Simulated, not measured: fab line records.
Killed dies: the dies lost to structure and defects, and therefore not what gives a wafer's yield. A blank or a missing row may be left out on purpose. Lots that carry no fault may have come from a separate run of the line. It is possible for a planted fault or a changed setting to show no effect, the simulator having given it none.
What tool caused it? || flow sky130 || 12 lots, 36 wafers sampled, at 5 steps of a route of 708

WHAT THE GAUGES READ, wafer by wafer
SKY_CONTACT_THK_MEAS_01.
{"lot": "L301", "measured": "day 31 02:18", "on": "film-metro-01", "CONTACT_CVD_00_THK (nm)": "73.0 75.7 74.4"}
{"lot": "L302", "measured": "day 31 05:40", "on": "film-metro-04", "CONTACT_CVD_00_THK (nm)": "73.9 74.5 75.5"}
{"lot": "L303", "measured": "day 31 10:42", "on": "film-metro-02", "CONTACT_CVD_00_THK (nm)": "75.0 75.5 76.2"}
{"lot": "L304", "measured": "day 31 14:52", "on": "film-metro-02", "CONTACT_CVD_00_THK (nm)": "74.0 73.2 75.3"}
{"lot": "L308", "measured": "day 33 03:40", "on": "film-metro-01", "CONTACT_CVD_00_THK (nm)": "73.9 74.6 74.2"}
{"lot": "L310", "measured": "day 34 05:06", "on": "film-metro-02", "CONTACT_CVD_00_THK (nm)": "74.9 75.2 75.6"}
{"lot": "L312", "measured": "day 34 14:22", "on": "film-metro-01", "CONTACT_CVD_00_THK (nm)": "74.8 75.5 75.9"}
{"lot": "L315", "measured": "day 35 08:04", "on": "film-metro-02", "CONTACT_CVD_00_THK (nm)": "76.4 75.0 77.4"}
{"lot": "L316", "measured": "day 35 13:13", "on": "film-metro-04", "CONTACT_CVD_00_THK (nm)": "75.7 77.6 76.0"}
{"lot": "L317", "measured": "day 35 20:09", "on": "film-metro-02", "CONTACT_CVD_00_THK (nm)": "74.9 75.1 77.2"}
{"lot": "L324", "measured": "day 38 04:11", "on": "film-metro-02", "CONTACT_CVD_00_THK (nm)": "74.1 75.1 75.3"}
{"lot": "L323", "measured": "day 38 07:07", "on": "film-metro-04", "CONTACT_CVD_00_THK (nm)": "75.8 76.0 77.0"}

SKY_VIA1_THK_MEAS_01.
{"lot": "L301", "measured": "day 33 13:48", "on": "film-metro-03", "VIA1_HDPCVD_THK (nm)": "1030 1050 1032"}
{"lot": "L302", "measured": "day 33 16:40", "on": "film-metro-01", "VIA1_HDPCVD_THK (nm)": "1027 1024 1027"}
{"lot": "L303", "measured": "day 33 21:14", "on": "film-metro-01", "VIA1_HDPCVD_THK (nm)": "1031 1035 1031"}
{"lot": "L304", "measured": "day 34 01:18", "on": "film-metro-03", "VIA1_HDPCVD_THK (nm)": "1027 1026 1025"}
{"lot": "L308", "measured": "day 35 13:05", "on": "film-metro-03", "VIA1_HDPCVD_THK (nm)": "1036 1027 1025"}
{"lot": "L310", "measured": "day 36 13:10", "on": "film-metro-04", "VIA1_HDPCVD_THK (nm)": "1040 1045 1045"}
{"lot": "L312", "measured": "day 36 22:02", "on": "film-metro-04", "VIA1_HDPCVD_THK (nm)": "1033 1039 1055"}
{"lot": "L315", "measured": "day 37 15:34", "on": "film-metro-03", "VIA1_HDPCVD_THK (nm)": "1054 1049 1559"}
{"lot": "L316", "measured": "day 37 21:21", "on": "film-metro-04", "VIA1_HDPCVD_THK (nm)": "1033 1540 1032"}
{"lot": "L317", "measured": "day 38 04:12", "on": "film-metro-03", "VIA1_HDPCVD_THK (nm)": "1053 1057 1571"}
{"lot": "L324", "measured": "day 40 09:40", "on": "film-metro-04", "VIA1_HDPCVD_THK (nm)": "1020 1036 1026"}
{"lot": "L323", "measured": "day 40 12:32", "on": "film-metro-04", "VIA1_HDPCVD_THK (nm)": "1029 1031 1021"}

WHICH TOOL RAN EACH LOT (tool, then ch and the chambers of the sampled wafers, then the start)
{"lot": "L301", "SKY_CONTACT_ETCH_16": "rie-diel-02 ch 0,2, day 32 06:55", "SKY_METAL1_SPUTTER_03": "pvd-sputter-02, day 32 08:24", "SKY_VIA1_HDPCVD_00": "hdpcvd-02 ch 0,1, day 33 13:41"}
{"lot": "L302", "SKY_CONTACT_ETCH_16": "rie-diel-01 ch 0,2, day 32 09:52", "SKY_METAL1_SPUTTER_03": "pvd-sputter-02, day 32 11:21", "SKY_VIA1_HDPCVD_00": "hdpcvd-02 ch 0,2, day 33 16:33"}
{"lot": "L303", "SKY_CONTACT_ETCH_16": "rie-diel-03 ch 1,2,3, day 32 15:25", "SKY_METAL1_SPUTTER_03": "pvd-sputter-01, day 32 16:56", "SKY_VIA1_HDPCVD_00": "hdpcvd-01 ch 0,1,2, day 33 21:07"}
{"lot": "L304", "SKY_CONTACT_ETCH_16": "rie-diel-01 ch 0,2,3, day 32 19:13", "SKY_METAL1_SPUTTER_03": "pvd-sputter-01, day 32 21:04", "SKY_VIA1_HDPCVD_00": "hdpcvd-02 ch 1,2, day 34 01:08"}
{"lot": "L308", "SKY_CONTACT_ETCH_16": "rie-diel-01 ch 2,3, day 34 07:05", "SKY_METAL1_SPUTTER_03": "pvd-sputter-02, day 34 08:32", "SKY_VIA1_HDPCVD_00": "hdpcvd-01 ch 0,1,2, day 35 12:57"}
{"lot": "L310", "SKY_CONTACT_ETCH_16": "rie-diel-01 ch 0,2, day 35 08:20", "SKY_METAL1_SPUTTER_03": "pvd-sputter-01, day 35 09:47", "SKY_VIA1_HDPCVD_00": "hdpcvd-01 ch 0,2, day 36 13:04"}
{"lot": "L312", "SKY_CONTACT_ETCH_16": "rie-diel-01 ch 0,1,3, day 35 17:50", "SKY_METAL1_SPUTTER_03": "pvd-sputter-01, day 35 19:19", "SKY_VIA1_HDPCVD_00": "hdpcvd-01 ch 0,1,2, day 36 21:54"}
{"lot": "L315", "SKY_CONTACT_ETCH_16": "rie-diel-01 ch 0,1,2, day 36 10:50", "SKY_METAL1_SPUTTER_03": "pvd-sputter-02, day 36 12:17", "SKY_VIA1_HDPCVD_00": "hdpcvd-01 ch 0,1,2, day 37 15:26"}
{"lot": "L316", "SKY_CONTACT_ETCH_16": "rie-diel-01 ch 1,3, day 36 16:05", "SKY_METAL1_SPUTTER_03": "pvd-sputter-03, day 36 17:34", "SKY_VIA1_HDPCVD_00": "hdpcvd-01 ch 0,1, day 37 21:14"}
{"lot": "L317", "SKY_CONTACT_ETCH_16": "rie-diel-03 ch 0,3, day 36 22:44", "SKY_METAL1_SPUTTER_03": "pvd-sputter-03, day 37 00:13", "SKY_VIA1_HDPCVD_00": "hdpcvd-01 ch 0,1,2, day 38 04:05"}
{"lot": "L324", "SKY_CONTACT_ETCH_16": "rie-diel-02 ch 0,3, day 39 06:10", "SKY_METAL1_SPUTTER_03": "pvd-sputter-03, day 39 07:37", "SKY_VIA1_HDPCVD_00": "hdpcvd-01 ch 0,1,2, day 40 09:34"}
{"lot": "L323", "SKY_CONTACT_ETCH_16": "rie-diel-02 ch 0,1,2, day 39 09:17", "SKY_METAL1_SPUTTER_03": "pvd-sputter-01, day 39 10:45", "SKY_VIA1_HDPCVD_00": "hdpcvd-01 ch 0,1,2, day 40 12:27"}
- SKY_CONTACT_ETCH_16: etches BARC in N2/H2, stops on SiO2, time 45.9 s, target depth 60 nm.
- SKY_METAL1_SPUTTER_03: material Ti, target thk 5 nm, time 3.3 s.
- SKY_VIA1_HDPCVD_00: deposits SiO2, target thk 1030 nm, time 171.7 s.

AS READ BY THE TOOLS THEMSELVES (means over the sampled wafers that have a number; for cases with no such wafer, the mark the record gives instead)
SKY_CONTACT_ETCH_16.
{"lot": "L301", "tool": "rie-diel-02", "drypump-motor-current-A (A)": 5.2, "oes-product-au (a.u.)": 0.852, "throttle-valve-pct (%)": 13.221}
{"lot": "L302", "tool": "rie-diel-01", "drypump-motor-current-A (A)": 5.2, "oes-product-au (a.u.)": 0.852, "throttle-valve-pct (%)": 13.224}
{"lot": "L303", "tool": "rie-diel-03", "drypump-motor-current-A (A)": 5.6, "oes-product-au (a.u.)": 0.856, "throttle-valve-pct (%)": 13.211}
{"lot": "L304", "tool": "rie-diel-01", "drypump-motor-current-A (A)": 5.5, "oes-product-au (a.u.)": 0.861, "throttle-valve-pct (%)": 13.212}
{"lot": "L308", "tool": "rie-diel-01", "drypump-motor-current-A (A)": 5.6, "oes-product-au (a.u.)": 0.858, "throttle-valve-pct (%)": 13.224}
{"lot": "L310", "tool": "rie-diel-01", "drypump-motor-current-A (A)": 5.3, "oes-product-au (a.u.)": 0.861, "throttle-valve-pct (%)": 13.225}
{"lot": "L312", "tool": "rie-diel-01", "drypump-motor-current-A (A)": 5.9, "oes-product-au (a.u.)": 0.856, "throttle-valve-pct (%)": 13.230}
{"lot": "L315", "tool": "rie-diel-01", "drypump-motor-current-A (A)": 5.6, "oes-product-au (a.u.)": 0.856, "throttle-valve-pct (%)": 13.223}
{"lot": "L316", "tool": "rie-diel-01", "drypump-motor-current-A (A)": 6.2, "oes-product-au (a.u.)": 0.850, "throttle-valve-pct (%)": 13.219}
{"lot": "L317", "tool": "rie-diel-03", "drypump-motor-current-A (A)": 5.9, "oes-product-au (a.u.)": 0.856, "throttle-valve-pct (%)": 13.225}
{"lot": "L324", "tool": "rie-diel-02", "drypump-motor-current-A (A)": 5.1, "oes-product-au (a.u.)": 0.858, "throttle-valve-pct (%)": 13.223}
{"lot": "L323", "tool": "rie-diel-02", "drypump-motor-current-A (A)": 5.5, "oes-product-au (a.u.)": 0.851, "throttle-valve-pct (%)": 13.217}

SKY_METAL1_SPUTTER_03.
{"lot": "L301", "tool": "pvd-sputter-02", "throttle-valve-pct (%)": 30.1}
{"lot": "L302", "tool": "pvd-sputter-02", "throttle-valve-pct (%)": 30.4}
{"lot": "L303", "tool": "pvd-sputter-01", "throttle-valve-pct (%)": 30.1}
{"lot": "L304", "tool": "pvd-sputter-01", "throttle-valve-pct (%)": 29.7}
{"lot": "L308", "tool": "pvd-sputter-02", "throttle-valve-pct (%)": 29.9}
{"lot": "L310", "tool": "pvd-sputter-01", "throttle-valve-pct (%)": 30.2}
{"lot": "L312", "tool": "pvd-sputter-01", "throttle-valve-pct (%)": 29.6}
{"lot": "L315", "tool": "pvd-sputter-02", "throttle-valve-pct (%)": 30.3}
{"lot": "L316", "tool": "pvd-sputter-03", "throttle-valve-pct (%)": 29.0}
{"lot": "L317", "tool": "pvd-sputter-03", "throttle-valve-pct (%)": 29.2}
{"lot": "L324", "tool": "pvd-sputter-03", "throttle-valve-pct (%)": 29.1}
{"lot": "L323", "tool": "pvd-sputter-01", "throttle-valve-pct (%)": 29.2}

SKY_VIA1_HDPCVD_00.
{"lot": "L301", "tool": "hdpcvd-02", "sih4-flow-sccm (sccm)": 59.89}
{"lot": "L302", "tool": "hdpcvd-02", "sih4-flow-sccm (sccm)": 59.96}
{"lot": "L303", "tool": "hdpcvd-01", "sih4-flow-sccm (sccm)": 60.14}
{"lot": "L304", "tool": "hdpcvd-02", "sih4-flow-sccm (sccm)": 60.09}
{"lot": "L308", "tool": "hdpcvd-01", "sih4-flow-sccm (sccm)": 60.06}
{"lot": "L310", "tool": "hdpcvd-01", "sih4-flow-sccm (sccm)": 60.14}
{"lot": "L312", "tool": "hdpcvd-01", "sih4-flow-sccm (sccm)": 60.01}
{"lot": "L315", "tool": "hdpcvd-01", "sih4-flow-sccm (sccm)": 69.96}
{"lot": "L316", "tool": "hdpcvd-01", "sih4-flow-sccm (sccm)": 70.00}
{"lot": "L317", "tool": "hdpcvd-01", "sih4-flow-sccm (sccm)": 69.95}
{"lot": "L324", "tool": "hdpcvd-01", "sih4-flow-sccm (sccm)": 60.00}
{"lot": "L323", "tool": "hdpcvd-01", "sih4-flow-sccm (sccm)": 59.85}

THE ANSWER, worked out from the rows above alone
Rule: the lots themselves supply what counts as usual. The widest of any qualifying gaps counts: lots, ordered by their means at a reading, are off when they make up no more than a third of the lots, leave a main group of 4 or more, and stand apart from it by 3 or more times the standard deviation of that group's means. Not used: any main group whose means are identical at the precision the tables above print for the reading. Also off: a lot with no number at a reading for which 4 or more lots have one. The other lots that the step has rows for count as sound. First the gauges in route order, then the tools' own readings, where a lot's mean is used as printed above. The first step at which some lot is off is used, and at that step the reading that is off furthest; a lot without a number counts as furthest.
Off: at SKY_VIA1_THK_MEAS_01 (VIA1_HDPCVD_THK), L315, L316, L317. Mean 1032 nm and standard deviation 6.6 in the main group.
If a tool, at a process step before that reading, ran all the lots that are off and no sound lot after the first of them, it fits. Not tried: the gauges at SKY_VIA1_THK_MEAS_01; whatever is off there is also off at SKY_VIA1_HDPCVD_00, on other tools, and gauge error can't account for it. None of those tried fits.

WHAT THE SIMULATOR PUT IN
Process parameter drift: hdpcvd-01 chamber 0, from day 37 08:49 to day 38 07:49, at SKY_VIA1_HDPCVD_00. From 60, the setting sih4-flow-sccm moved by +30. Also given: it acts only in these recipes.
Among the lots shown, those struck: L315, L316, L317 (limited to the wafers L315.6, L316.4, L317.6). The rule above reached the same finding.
